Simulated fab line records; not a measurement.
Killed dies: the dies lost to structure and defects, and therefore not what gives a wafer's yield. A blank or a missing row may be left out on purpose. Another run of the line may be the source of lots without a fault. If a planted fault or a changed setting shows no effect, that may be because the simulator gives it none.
Code-filled problem report in 8D (eight disciplines) form :: flow sky130 :: the parts of the form that need people (team, actions taken, sign-off) are left out

== 1. WHAT WENT WRONG ==
spin-speed-rpm at SKY_LDD_HVN_COAT_02 reads a mean of 2954.2 rpm on 6 wafers of 2 lots; wafers without a fault read 3000.2 rpm with a standard deviation of 2.3. Measured from the usual mean, that is -20 standard deviations.
The step: resist thk 300 nm.
First seen on wafer L536.2, day 25 02:05, on litho-track-04. At this step, 42 wafers from 14 lots have a number in the record. Rule for "out", or "out of limits": more than 4 standard deviations from the usual mean. The other wafers with a number count as sound.

== 2. WHAT THIS IS AND IS NOT ==
question: which readings at this step
is: spin-speed-rpm
is not: -

question: which lots
is: L536, L538
is not: L522, L523, L525, L526, L527, L528, L529, L531, L540, L542, L543, L545

question: which wafers of those lots
is: all that have a number
is not: -

question: read on which tools
is: litho-track-04
is not: litho-track-01, litho-track-02

question: when
is: from day 25 02:05
is not: up to then (24 sound wafers); but 12 sound wafers of L540, L542, L543, L545 came after

== 3. THE SUSPECTS, EACH WITH WHAT RULES IT OUT ==
Counting: a tool at a process step up to the reading stays a suspect if it ran every lot that is out and no sound lot after the first of them.
- litho-track-04 at SKY_LDD_HVN_COAT_02 (resist thk 300 nm): kept. Every lot that is out went through it, starting with L536 (day 25 02:05), and after that it ran no sound lot; the last sound lot it ran before then is L528 (day 22 00:10). Its own readings are out on those wafers: spin-speed-rpm.
The count leaves litho-track-04 at SKY_LDD_HVN_COAT_02.

== 4. THE CAUSE (what the simulator had put in) ==
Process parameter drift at SKY_LDD_HVN_COAT_02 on litho-track-04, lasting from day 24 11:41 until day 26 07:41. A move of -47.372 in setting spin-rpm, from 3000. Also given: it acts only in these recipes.
This tool alone remained once counting was done.

== 5. THE CHAIN OF EFFECTS, in route order ==
Each row: a reading whose mean over the struck wafers that have a number lies more than 3 standard deviations from the usual. Only readings for which the record gives a usual standard deviation are gone through. hours: the time from each lot's start at the first step in this table that gives one to its start at this step, as a median over the lots. sigmas: the change in usual standard deviations.
hours: 0
step: SKY_LDD_HVN_COAT_02
reading: spin-speed-rpm
usual: 3000.2 rpm
on struck wafers: 2954.2
change: -46.0
sigmas: -20
Process steps it contains:
- SKY_LDD_HVN_COAT_02: resist thk 300 nm.
Later measuring or inspecting steps at which every struck wafer that the step has a row for has a number for every such reading, and none has moved that far: SKY_LDD_LDN_TW_MEAS_13, SKY_SD_N_OVL_MEAS_08.

== 6. HOW IT WOULD HAVE BEEN CAUGHT EARLIER ==
In this record no reading fell out of limits until day 25 02:05, 14 hours after the fault had begun at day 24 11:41.
